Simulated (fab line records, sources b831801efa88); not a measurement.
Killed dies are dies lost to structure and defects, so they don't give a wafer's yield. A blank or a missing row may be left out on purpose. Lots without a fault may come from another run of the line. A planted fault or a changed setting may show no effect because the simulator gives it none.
One fault seen from 2 desks | flow sky130 | each desk has only its own numbers; what lay behind them comes last

THE TOOL OWNER'S DESK: pvd_sputter-02
The tool's own readings at SKY_METAL1_SPUTTER_02 (material AlCu, target thk 250 nm, time 13.3 s): means of the sampled wafers that have a number, for each lot that ran on this tool. A lot is out of limits, marked OUT, if its mean lies more than 4 standard deviations from the usual mean; the brackets give that distance.
Columns: A = throttle_valve_pct at SKY_METAL1_SPUTTER_02, usual 29.9 %
lot  | first seen here | A
L964 | day 32 07:22    | 29.2
L969 | day 34 09:17    | 28.8
L980 | day 37 23:43    | 29.8
L982 | day 38 12:19    | 29.3
L983 | day 38 13:03    | 28.4
This desk's finding: nothing out of limits on any of the 5 lots.

THE METROLOGY DESK
What the gauges read, lot by lot, whatever tool the lot ran on: means of the sampled wafers that have a number. A lot is out of limits, marked OUT, if its mean lies more than 4 standard deviations from the usual mean; the brackets give that distance.
Columns: A = CONTACT_HDPCVD_THK at SKY_CONTACT_THK_MEAS_03, usual 566 nm; B = cd_nm at SKY_CONTACT_CD_MEAS_14, usual 169.7 nm; C = METAL1_ALCU_RS at SKY_METAL1_RS_MEAS_05, usual 0.1263 ohm/sq
lot  | first seen here | A   | B     | C
L961 | day 30 00:16    | 570 | 174.5 | 0.1256
L962 | day 30 11:44    | 572 | 169.7 | 0.1252
L964 | day 31 01:02    | 565 | 169.7 | 0.1287
L969 | day 33 03:51    | 568 | 170.6 | 0.1273
L967 | day 33 07:13    | 568 | 168.3 | 0.1285
L976 | day 35 13:20    | 561 | 167.8 | 0.1271
L979 | day 36 12:29    | 569 | 169.6 | 0.1248
L980 | day 36 20:28    | 567 | 170.0 | 0.1270
L981 | day 37 04:46    | 561 | 171.3 | 0.1250
L982 | day 37 09:08    | 565 | 170.0 | 0.1257
L983 | day 37 09:34    | 561 | 169.7 | 0.1273
L984 | day 37 13:13    | 565 | 168.6 | 0.1261
This desk's finding: nothing out of limits on any of the 12 lots.

PUT TOGETHER
The tool owner's desk saw nothing out of limits.
The metrology desk saw nothing out of limits.

WHAT THE SIMULATOR HAD PUT IN
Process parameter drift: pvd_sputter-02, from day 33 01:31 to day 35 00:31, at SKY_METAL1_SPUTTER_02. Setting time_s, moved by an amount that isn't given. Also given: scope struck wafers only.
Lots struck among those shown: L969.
